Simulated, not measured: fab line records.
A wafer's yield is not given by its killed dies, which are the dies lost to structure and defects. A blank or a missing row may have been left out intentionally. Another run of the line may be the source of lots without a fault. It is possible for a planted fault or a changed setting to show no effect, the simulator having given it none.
Which tool is to blame?    flow sky130    12 lots with 36 wafers sampled at 4 steps, on a route of 708 steps

## WHAT THE GAUGES READ, wafer by wafer
SKY_SD_N_RS_MEAS_18: the measuring method here is four-point-probe. Usual: for RES_XHIGH_RS the level is 333.3 ohm/sq and the standard deviation is 1.4.
lot   measured      on             RES_XHIGH_RS (ohm/sq)  flag
L234  day 27 23:29  film-metro-04  332.8 333.3 333.2      
L237  day 29 00:01  film-metro-04  330.5 332.0 330.7      
L238  day 29 17:22  film-metro-04  332.9 332.2 332.0      
L240  day 30 02:37  film-metro-02  333.8 335.1 334.2      
L243  day 31 00:26  film-metro-03  334.1 333.1 331.2      
L247  day 32 13:35  film-metro-02  331.5 333.7 332.2      
L248  day 32 15:18  film-metro-02  334.1 333.8 334.0      
L249  day 32 20:14  film-metro-04  332.4 333.2 333.4      
L251  day 33 10:35  film-metro-03  330.0 331.9 332.0      
L252  day 33 23:00  film-metro-03  334.3 333.9 333.1      
L255  day 34 21:55  film-metro-03  332.7 334.3 333.5      
L257  day 35 07:40  film-metro-02  332.8 331.9 332.2      

SKY_LI_CONTACT_BOW_MEAS_03. Usual: for LI_CONTACT_BOW the level is 56 um and the standard deviation is 6.4.
lot   measured      on             LI_CONTACT_BOW (um)  flag
L234  day 28 00:05  film-metro-04  58 54 59             
L237  day 29 00:37  film-metro-04  61 53 41             
L238  day 29 17:58  film-metro-03  59 53 55             
L240  day 30 03:19  film-metro-03  56 58 59             
L243  day 31 01:02  film-metro-04  53 64 63             
L247  day 32 14:12  film-metro-04  50 50 55             
L248  day 32 15:55  film-metro-04  61 55 57             
L249  day 32 20:50  film-metro-03  65 48 50             
L251  day 33 11:11  film-metro-02  58 55 66             
L252  day 33 23:36  film-metro-04  50 59 61             
L255  day 34 22:31  film-metro-04  57 66 65             
L257  day 35 08:29  film-metro-04  52 63 57             

SKY_LOCAL_INTERCONNECT_RS_MEAS_01: the measuring method here is four-point-probe. Usual: for LOCAL_INTERCONNECT_TIN_RS the level is 14.12 ohm/sq and the standard deviation is 0.17.
lot   measured      on             LOCAL_INTERCONNECT_TIN_RS (ohm/sq)  flag
L234  day 29 06:23  film-metro-04  14.33 14.07 14.01                   
L237  day 30 06:20  film-metro-04  13.96 14.18 13.92                   
L238  day 30 23:41  film-metro-01  14.10 13.93 13.97                   
L240  day 31 08:27  film-metro-03  14.40 14.35 14.08                   
L243  day 32 06:20  film-metro-01  14.51 14.20 14.33                   
L247  day 33 18:36  film-metro-03  13.96 13.92 13.86                   
L248  day 33 20:10  film-metro-01  14.08 14.68 14.25                   
L249  day 34 00:22  film-metro-03  14.33 14.51 14.58                   
L251  day 34 15:06  film-metro-01  14.31 14.20 14.20                   
L252  day 35 03:58  film-metro-01  14.31 14.23 14.05                   
L255  day 36 02:34  film-metro-01  14.01 14.02 13.78                   
L257  day 36 12:46  film-metro-03  13.85 13.96 14.16                   

## TOOL THAT RAN EACH LOT (tool first, then ch and the chambers of the sampled wafers, then the start)
lot   SKY_LOCAL_INTERCONNECT_SPUTTER_00
L234  pvd-sputter-01, day 29 06:19
L237  pvd-sputter-01, day 30 06:15
L238  pvd-sputter-03, day 30 23:38
L240  pvd-sputter-02, day 31 08:21
L243  pvd-sputter-02, day 32 06:14
L247  pvd-sputter-01, day 33 18:32
L248  pvd-sputter-01, day 33 20:05
L249  pvd-sputter-01, day 34 00:18
L251  pvd-sputter-03, day 34 14:59
L252  pvd-sputter-03, day 35 03:54
L255  pvd-sputter-03, day 36 02:30
L257  pvd-sputter-03, day 36 12:42
- SKY_LOCAL_INTERCONNECT_SPUTTER_00: material TiN, target thk 100 nm, time 83.3 s.

## AS READ BY THE TOOLS THEMSELVES (means over the sampled wafers that have a number; for cases with no such wafer, the mark the record gives instead)
SKY_LOCAL_INTERCONNECT_SPUTTER_00. Usual: cathode-dc-power-W 6500.2 W, standard deviation 1.1; throttle-valve-pct 29.6 %, standard deviation 0.71.
lot   tool            cathode-dc-power-W (W)  throttle-valve-pct (%)  flag
L234  pvd-sputter-01  6501.0                  29.3                    
L237  pvd-sputter-01  6500.7                  30.1                    
L238  pvd-sputter-03  6500.5                  29.8                    
L240  pvd-sputter-02  6500.8                  29.4                    
L243  pvd-sputter-02  6500.1                  29.0                    
L247  pvd-sputter-01  6499.9                  29.8                    
L248  pvd-sputter-01  6501.4                  29.7                    
L249  pvd-sputter-01  6501.4                  29.9                    
L251  pvd-sputter-03  6500.3                  29.8                    
L252  pvd-sputter-03  6500.8                  30.0                    
L255  pvd-sputter-03  6499.5                  29.8                    
L257  pvd-sputter-03  6501.0                  29.7                    

## THE ANSWER, worked out from the rows above alone
Rule: a lot counts as off when the mean over its wafers that have a number is more than 3 standard deviations away from the usual mean. Also off: a lot with no number at a reading for which 4 or more lots have one. Any other lot the step has rows for is counted as sound. The gauges are gone through in route order, then the tools' own readings, and for those a lot's mean is taken as printed above. The first step at which some lot is off is used, and at that step the reading that is off furthest; a lot without a number counts as furthest.
No lot is off at any reading shown: from this, nothing can be told.

## WHAT THE SIMULATOR HAD PUT IN
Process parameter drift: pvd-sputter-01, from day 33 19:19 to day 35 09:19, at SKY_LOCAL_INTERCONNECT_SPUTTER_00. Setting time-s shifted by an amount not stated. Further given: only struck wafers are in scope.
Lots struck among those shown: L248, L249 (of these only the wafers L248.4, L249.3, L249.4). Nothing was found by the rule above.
